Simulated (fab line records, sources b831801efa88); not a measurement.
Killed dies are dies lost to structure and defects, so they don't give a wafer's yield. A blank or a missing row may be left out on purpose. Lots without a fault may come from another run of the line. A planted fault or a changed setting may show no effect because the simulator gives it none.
fab line records | flow sky130
record lots=12 wafers=36 last_day=50
route steps=708 shown METAL3@569 METAL4@598 METAL5@665 PAD_OPEN@708
lots that met no fault: from a run of the same line without faults
start_h: hours from the record's first day to the start of the lot's first wafer shown | wait_h: hours since the lot's step before | " the same as in the row above | L1.1+2: a row that stands for several wafers | - no value, or no start given | * or withheld: withheld | < > ~ a bound
route shown NAME@n: a module of which the file shows steps, and the number in the route of the first | usual: mean/standard deviation of fault-free wafers | same: alike in all rows | chamber/n: place in a boat | sites: the reading at each site | _std_site: their standard deviation | _edge_site: outer sites' mean less inner sites' | radius_mm: how far each site lies from the wafer's centre | mask NAME#n: copy n | behind: the tool/chamber that last shaped the wafer | hold: why the lot was held/for how many hours/how that ended | device: the transistor (n, p or np) that didn't switch | end of line: the same wafers' tests at the end of the route | a step without rows: its recipe alone | killed: dies lost to structure and defects at the first sort, not the wafer's yield | map: a wafer's dies, x killed, . not, _ none there
set.NAME: the setting as run; set.NAME@STEP: as run at that earlier step | model.NAME: the simulator's own value behind a step, which no gauge read
steps of the route over a sample of lots; a table a step, a row a wafer
services: from which hour (start_h, from the record's first day; less than 0 if before it) a tool's chamber was out of use, for how many hours, and why
## steps
# step SKY_METAL3_STRIP_19
# recipe chemistry=O2/N2 power_w=1400 pressure_mtorr=1500 platen_temp_c=withheld o2_flow_sccm=3000 n2_flow_sccm=300 overash_fraction=0.5
# usual drypump_motor_current_A=5.3/0.45 o2_flow_sccm=3002/9 oes_product_au=0.503/0.0059 strip_time_to_endpoint_s=6.55/0.086
# columns lot.wafer tool chamber start_h wait_h drypump_motor_current_A o2_flow_sccm oes_product_au rf_hours_counter_h strip_time_to_endpoint_s
L789.1 plasma_asher-01 0 909.14 0.1 5.9 3003 0.495 77 6.42
L789.3 " 1 " " 4.7 3007 0.493 - 6.37
L789.6 " 1 " " 4.6 3010 0.491 - 6.53
L790.2 plasma_asher-02 0 912.94 0.1 5.0 3007 0.498 107 6.56
L790.3 " 1 " " 5.4 2985 0.505 - 6.57
L790.4 " 0 " " 5.1 3002 0.501 - 6.61
L791.1 plasma_asher-01 0 925.04 0.1 5.9 2999 0.509 79 6.62
L791.3 " 0 " " 5.9 2997 0.488 - 6.41
L791.5 " 1 " " 4.6 3016 0.501 - 6.44
L793.2 plasma_asher-01 0 937.25 0.1 5.9 3005 0.501 80 6.63
L793.5 " 0 " " 5.9 3023 0.503 - 6.60
L793.6 " 1 " " 4.6 3008 0.505 - 6.60
L794.2 plasma_asher-01 1 942.99 0.1 4.7 2991 0.497 80 6.51
L794.5 " 1 " " 4.6 3007 0.494 - 6.50
L794.6 " 0 " " 5.9 2999 0.500 - 6.51
L796.4 plasma_asher-01 1 970.76 0.1 4.6 2998 0.499 - 6.48
L796.5 " 1 " " 4.6 2984 0.508 - 6.69
L796.6 " 0 " " 5.9 3011 0.498 - 6.46
L797.2 plasma_asher-01 0 972.20 0.1 5.9 3025 0.492 84 6.37
L797.4 " 1 " " 4.6 3022 0.509 - 6.55
L797.6 " 1 " " 4.6 3014 0.502 - 6.64
L805.1 plasma_asher-02 0 1023.84 0.1 5.1 3008 0.511 119 6.57
L805.2 " 1 " " 5.4 3000 0.503 119 6.55
L805.6 " 0 " " 5.0 3004 0.499 - 6.55
L807.3 plasma_asher-01 1 1035.88 0.1 4.6 3006 0.505 - 6.56
L807.4 " 0 " " 5.9 3011 0.507 - 6.60
L807.6 " 1 " " 4.6 3005 0.505 - 6.58
L808.2 plasma_asher-03 0 1047.52 0.1 5.4 3008 0.515 59 6.66
L808.4 " 0 " " 5.4 3013 0.499 - 6.54
L808.6 " 0 " " 5.4 3019 0.497 - 6.58
L810.1 plasma_asher-03 0 1069.14 0.1 5.4 2988 0.501 61 6.48
L810.4 " 1 " " 5.2 2997 0.499 - 6.49
L810.5 " 0 " " 5.4 3002 0.504 - 6.56
L811.1 plasma_asher-01 1 1069.30 0.1 4.6 2987 0.496 93 6.51
L811.3 " 1 " " 4.6 2996 0.493 - 6.49
L811.6 " 0 " " 5.9 3007 0.505 - 6.32
# step SKY_METAL4_SPUTTER_00
# recipe material=Ti target_thk_nm=15 power_w=3000 time_s=10 chamber_pressure_pa=0.4
# usual throttle_valve_pct=30.1/0.83
# columns lot.wafer tool chamber start_h wait_h throttle_valve_pct
L789.1 pvd_sputter-03 - 937.90 0.2 30.2
L789.3 " - " " 29.7
L789.6 " - " " 30.8
L790.2 pvd_sputter-01 - 941.47 0.2 31.2
L790.3 " - " " 29.6
L790.4 " - " " 30.5
L791.1 pvd_sputter-01 - 952.81 0.2 29.9
L791.3 " - " " 29.2
L791.5 " - " " 31.1
L793.2 pvd_sputter-02 - 965.14 0.1 28.0
L793.5 " - " " 27.3
L793.6 " - " " 28.2
L794.2 pvd_sputter-03 - 970.52 0.1 30.5
L794.5 " - " " 30.5
L794.6 " - " " 30.7
L796.4 pvd_sputter-03 - 997.53 0.2 30.6
L796.5 " - " " 29.8
L796.6 " - " " 30.5
L797.2 pvd_sputter-02 - 998.95 0.1 28.2
L797.4 " - " " 27.3
L797.6 " - " " 29.9
L805.1 pvd_sputter-03 - 1049.88 0.1 30.4
L805.2 " - " " 30.5
L805.6 " - " " 30.5
L807.3 pvd_sputter-03 - 1066.68 0.1 30.3
L807.4 " - " " 30.9
L807.6 " - " " 30.3
L808.2 pvd_sputter-01 - 1071.85 0.2 29.2
L808.4 " - " " 30.5
L808.6 " - " " 30.5
L810.1 pvd_sputter-02 - 1093.82 0.1 28.2
L810.4 " - " " 29.9
L810.5 " - " " 29.9
L811.1 pvd_sputter-03 - 1094.42 0.1 30.3
L811.3 " - " " 30.2
L811.6 " - " " 29.9
# step SKY_METAL4_CD_MEAS_13
# recipe target_cd_nm=300
# usual cd_nm=300.1/1.4
# columns lot.wafer tool chamber start_h wait_h cd_nm
L789.1 cd_sem-02 - 989.12 - 299.9
L789.3 " - " " 299.4
L789.6 " - " " 300.0
L790.2 cd_sem-02 - 991.52 - 297.7
L790.3 " - " " 297.4
L790.4 " - " " 300.0
L791.1 cd_sem-02 - 1001.66 - 301.5
L791.3 " - " " 300.0
L791.5 " - " " 301.2
L793.2 cd_sem-02 - 1013.94 - 302.3
L793.5 " - " " 300.3
L793.6 " - " " 300.4
L794.2 cd_sem-01 - 1018.58 - 298.4
L794.5 " - " " 298.7
L794.6 " - " " 298.3
L796.4 cd_sem-01 - 1044.08 - 298.8
L796.5 " - " " 298.1
L796.6 " - " " 299.2
L797.2 cd_sem-01 - 1045.48 - 300.9
L797.4 " - " " 300.7
L797.6 " - " " 299.8
L805.1 cd_sem-01 - 1093.17 - 299.8
L805.2 " - " " 300.0
L805.6 " - " " 301.8
L807.3 cd_sem-01 - 1108.25 - 298.0
L807.4 " - " " 298.9
L807.6 " - " " 298.6
L808.2 cd_sem-02 - 1114.04 - 301.6
L808.4 " - " " 300.8
L808.6 " - " " 300.3
L810.1 cd_sem-01 - 1134.67 - 299.2
L810.4 " - " " 299.8
L810.5 " - " " 300.3
L811.1 cd_sem-01 - 1135.08 - 302.4
L811.3 " - " " 300.6
L811.6 " - " " 301.0
# step SKY_METAL5_SPUTTER_04
# recipe material=TiN target_thk_nm=70 power_w=6500 time_s=58.3 chamber_pressure_pa=0.4
# usual throttle_valve_pct=29.5/1
# columns lot.wafer tool chamber start_h wait_h throttle_valve_pct
L789.1 pvd_sputter-04 - 1015.95 0.0 30.6
L789.3 " - " " 29.3
L789.6 " - " " 30.4
L790.2 pvd_sputter-02 - 1017.87 0.0 27.1
L790.3 " - " " 30.0
L790.4 " - " " 27.1
L791.1 pvd_sputter-04 - 1027.22 0.0 29.6
L791.3 " - " " 30.9
L791.5 " - " " 30.6
L793.2 pvd_sputter-02 - 1039.81 0.0 30.2
L793.5 " - " " 30.1
L793.6 " - " " 29.9
L794.2 pvd_sputter-04 - 1043.83 0.0 29.5
L794.5 " - " " 30.7
L794.6 " - " " 29.3
L796.4 pvd_sputter-04 - 1069.32 0.0 29.2
L796.5 " - " " 30.3
L796.6 " - " " 29.0
L797.2 pvd_sputter-01 - 1070.15 0.0 31.2
L797.4 " - " " 30.0
L797.6 " - " " 30.5
L805.1 pvd_sputter-01 - 1116.78 0.0 30.5
L805.2 " - " " 30.9
L805.6 " - " " 29.7
L807.3 pvd_sputter-02 - 1131.63 0.0 30.4
L807.4 " - " " 30.0
L807.6 " - " " 27.4
L808.2 pvd_sputter-02 - 1137.76 0.0 30.1
L808.4 " - " " 27.0
L808.6 " - " " 30.3
L810.1 pvd_sputter-02 - 1157.03 0.0 27.0
L810.4 " - " " 29.9
L810.5 " - " " 30.5
L811.1 pvd_sputter-04 - 1157.38 0.0 29.5
L811.3 " - " " 29.6
L811.6 " - " " 29.8
# step SKY_PAD_OPEN_PROBE_99
# usual defect_limited_yield=82.3/1.8 killed_at_M0_to_M3=43/6 killed_at_M4_up=3.2/1.9 killed_at_contacts=25/5.4 killed_at_front_end=15/4.5 killed_at_other=0.3/0.59 killed_dies=87/8.7 killed_on_rim=17/3.5 killed_open=47/6.7 killed_short=39/5.7 sort_bin_3_pad_short=0.9/0.43 sort_bin_5_function=10.4/1.4 sort_bin_6_memory=6.4/1.2 sort_n_pass=405/8.7 sort_yield_pct=82.3/1.8
# same gross_dies=492 killed_at_back_side=0 sort_bin_4_leakage[%]=0 sort_bin_8_speed[%]=0
# columns lot.wafer tool chamber start_h wait_h defect_limited_yield[%] killed_at_M0_to_M3 killed_at_M4_up killed_at_contacts killed_at_front_end killed_at_other killed_dies killed_on_rim killed_open killed_short sort_bin_3_pad_short[%] sort_bin_5_function[%] sort_bin_6_memory[%] sort_n_pass sort_yield_pct[%]
L796.4 prober-02 - 1133.39 0.2 86.0 42 3 21 3 0 69 13 34 35 0.4 6.7 6.9 423 86.0
L796.5 prober-02 - 1133.44 0.2 81.9 50 4 16 19 0 89 13 50 39 0.8 12.2 5.1 403 81.9
L796.6 prober-02 - 1133.49 0.2 75.8 85 4 19 11 0 119 38 43 38 3.5 13.6 7.1 373 75.8
L797.2 prober-01 - 1135.46 0.1 77.2 71 1 22 18 0 112 31 39 40 3.3 12.8 6.7 380 77.2
L797.4 prober-01 - 1135.56 0.2 83.9 34 1 26 17 1 79 14 38 41 0.6 9.1 6.3 413 83.9
L797.6 prober-01 - 1135.66 0.2 78.3 45 6 36 20 0 107 21 58 49 0.4 13.6 7.7 385 78.3
L808.2 prober-02 - 1194.03 0.1 82.7 45 2 25 13 0 85 23 44 41 0.6 10.4 6.3 407 82.7
L808.4 prober-02 - 1194.13 0.2 81.7 47 2 22 19 0 90 20 47 42 0.6 11.6 6.1 402 81.7
L808.6 prober-02 - 1194.23 0.2 83.3 44 1 22 15 0 82 19 44 36 0.4 10.4 5.9 410 83.3
L811.1 prober-01 - 1210.09 0.1 85.6 35 7 19 10 0 71 12 38 33 0.2 9.6 4.7 421 85.6
L811.3 prober-01 - 1210.19 0.2 81.1 48 5 29 11 0 93 19 59 34 1.2 12.0 5.7 399 81.1
L811.6 prober-01 - 1210.34 0.2 81.9 47 4 23 15 0 89 17 52 37 0.4 11.2 6.5 403 81.9
# killed by level:class
L796.4 VIA1:geometric_particle:open=11 VIA1:geometric_particle:short=8 CONTACT:geometric_particle:short=7 CONTACT:geometric_particle:open=6 VIA2:geometric_particle:open=6 VIA3:geometric_particle:open=5 METAL2:geometric_particle:short=4 LI_CONTACT:geometric_particle:open=4
L796.5 VIA1:geometric_particle:open=11 VIA3:geometric_particle:open=10 CONTACT:geometric_particle:short=7 VIA2:geometric_particle:open=7 FIELD_ISO:geometric_particle:open=6 VIA1:geometric_particle:short=6 VIA2:geometric_particle:short=6 POLY_GATE:geometric_particle:open=5
L796.6 METAL3:unspecified=38 VIA1:geometric_particle:open=13 CONTACT:geometric_particle:open=9 METAL1:geometric_particle:short=7 VIA1:geometric_particle:short=6 FIELD_ISO:geometric_particle:open=4 LI_CONTACT:geometric_particle:open=4 METAL2:geometric_particle:short=4
L797.2 METAL3:unspecified=33 CONTACT:geometric_particle:open=8 FIELD_ISO:geometric_particle:short=7 METAL2:geometric_particle:short=6 LI_CONTACT:geometric_particle:open=5 VIA1:geometric_particle:open=5 LOCAL_INTERCONNECT:geometric_particle:short=4 CONTACT:geometric_particle:short=4
L797.4 CONTACT:geometric_particle:short=7 CONTACT:geometric_particle:open=7 VIA3:geometric_particle:open=6 LI_CONTACT:geometric_particle:open=5 VIA2:geometric_particle:open=5 FIELD_ISO:geometric_particle:open=4 LOCAL_INTERCONNECT:geometric_particle:short=4 POLY_GATE:geometric_particle:short=4
L797.6 CONTACT:geometric_particle:open=11 VIA2:geometric_particle:open=10 VIA1:geometric_particle:open=9 FIELD_ISO:geometric_particle:open=7 LI_CONTACT:geometric_particle:open=7 METAL2:geometric_particle:short=7 LOCAL_INTERCONNECT:geometric_particle:short=6 CONTACT:geometric_particle:short=6
L808.2 VIA1:geometric_particle:open=14 CONTACT:geometric_particle:open=10 VIA1:geometric_particle:short=9 CONTACT:geometric_particle:short=6 POLY_GATE:geometric_particle:short=5 POLY_GATE:geometric_particle:open=4 METAL1:geometric_particle:open=4 VIA3:geometric_particle:open=4
L808.4 CONTACT:geometric_particle:open=11 VIA2:geometric_particle:open=10 VIA3:geometric_particle:open=7 METAL1:geometric_particle:short=6 VIA1:geometric_particle:open=6 VIA1:geometric_particle:short=6 METAL2:geometric_particle:short=6 FIELD_ISO:geometric_particle:open=5
L808.6 VIA2:geometric_particle:open=10 LI_CONTACT:geometric_particle:open=7 CONTACT:geometric_particle:short=7 VIA1:geometric_particle:short=7 VIA1:geometric_particle:open=6 CONTACT:geometric_particle:open=5 METAL2:geometric_particle:short=5 VIA3:geometric_particle:open=5
L811.1 VIA1:geometric_particle:open=10 CONTACT:geometric_particle:open=7 METAL1:geometric_particle:short=7 VIA2:geometric_particle:open=5 METAL4:geometric_particle:short=5 LI_CONTACT:geometric_particle:open=4 CONTACT:geometric_particle:short=4 FIELD_ISO:geometric_particle:short=3
L811.3 CONTACT:geometric_particle:open=13 VIA1:geometric_particle:open=12 POLY_GATE:geometric_particle:open=8 LI_CONTACT:geometric_particle:open=8 VIA1:geometric_particle:short=8 VIA2:geometric_particle:open=8 METAL1:geometric_particle:short=5 LOCAL_INTERCONNECT:geometric_particle:short=5
L811.6 VIA1:geometric_particle:open=15 CONTACT:geometric_particle:open=9 VIA3:geometric_particle:open=9 METAL1:geometric_particle:short=6 POLY_GATE:geometric_particle:open=5 LI_CONTACT:geometric_particle:open=5 VIA1:geometric_particle:short=5 VIA2:geometric_particle:open=5
## services
# columns tool chamber start_h hours kind
plasma_asher-02 - 907.05 1.3 repair
pvd_sputter-01 - 921.39 1.7 repair
pvd_sputter-03 - 965.07 5.4 repair
pvd_sputter-01 - 967.40 4.0 repair
pvd_sputter-01 - 1019.09 2.4 repair
plasma_asher-02 - 1055.30 9.0 pm
plasma_asher-02 0 1055.30 9.0 vent_cycle
plasma_asher-02 1 1055.30 9.0 vent_cycle
plasma_asher-02 0 1064.30 - clean
plasma_asher-02 1 1064.30 - clean
plasma_asher-03 - 1124.44 2.9 repair
pvd_sputter-03 - 1130.40 0.9 repair
## key
first_sign step=SKY_PAD_OPEN_PROBE_99 reading=killed_at_M0_to_M3 direction=up sigmas=5.8 usual=43 struck=78
effect step=SKY_PAD_OPEN_PROBE_99 reading=sort_bin_3_pad_short direction=up sigmas=5.7 usual=0.9 struck=3.4
met_at SKY_METAL3_STRIP_19
struck_lots L796,L797
struck_wafers L796.6,L797.2
not_acting_at SKY_METAL4_SPUTTER_00,SKY_METAL4_CD_MEAS_13,SKY_METAL5_SPUTTER_04
onset_between 942.99 970.76
fault kind=chamber_particle_source tool=plasma_asher-01 chamber=0 onset_h=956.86 steps=SKY_METAL3_STRIP_19 rate_per_visit_cm2=1.97 end_h=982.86
